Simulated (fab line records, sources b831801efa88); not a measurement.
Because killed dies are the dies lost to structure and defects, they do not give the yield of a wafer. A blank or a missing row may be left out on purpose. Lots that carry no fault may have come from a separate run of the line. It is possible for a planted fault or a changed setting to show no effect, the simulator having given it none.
Chamber matching | flow gf180mcu | 4 sister chambers for GF_V2_CMP_26 on cmp-02
The step polishes, stops on SiO2, t overpolish 15 s, target thk 0 nm. 7 wafers are shown with their chamber, then 7 later ones without.

## WAFERS, EACH WITH ITS CHAMBER
wafer  | chamber | motorCurrentA (A) | timeToEndpointS (s)
L970.3 | 0       | 9.9               | 82.8
L970.6 | 1       | 10.5              | 80.4
L971.3 | 1       | 10.6              | 80.7
L972.1 | 3       | 13.1              | 80.8
L972.5 | 2       | 12.3              | 78.9
L974.1 | 2       | 11.9              | 78.4
L974.4 | 3       | 13.7              | 80.5

## WAFERS WHOSE CHAMBER IS MISSING
wafer  | motorCurrentA (A) | timeToEndpointS (s)
L974.5 | 11.6              | 75.8
L976.3 | 11.8              | 77.6
L976.4 | 13.3              | 81.8
L976.5 | 13.5              | 86.2
L978.1 | 10.7              | 80.9
L978.2 | 13.4              | 80.4
L978.6 | 14.2              | 79.0

## EACH ONE'S CHAMBER
wafer  | from the rows above     | in truth
L974.5 | 2                       | 2
L976.3 | 2                       | 2
L976.4 | 3                       | 3
L976.5 | 0                       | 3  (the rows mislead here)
L978.1 | 1                       | 1
L978.2 | 3                       | 3
L978.6 | can't be placed: 3 or 2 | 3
Correct placement for 5 of the 7. Can't be placed from these rows: 1 (the true chamber is among the candidates in 1). Number placed wrongly: 1.
How it was worked out, from the rows above alone: a wafer's distance from a chamber is the root of the sum, over the readings, of the square of ((its reading less the chamber's mean) divided by the reading's scatter). The wafer belongs to the nearest chamber; if the next one is less than 2 further off, it can't be placed. The mean given for a chamber averages the wafers shown for that chamber. How the scatter is found: for the shown wafers, subtract from each reading the mean of its chamber, square and add these, divide the total by (wafers less chambers), then take the root.
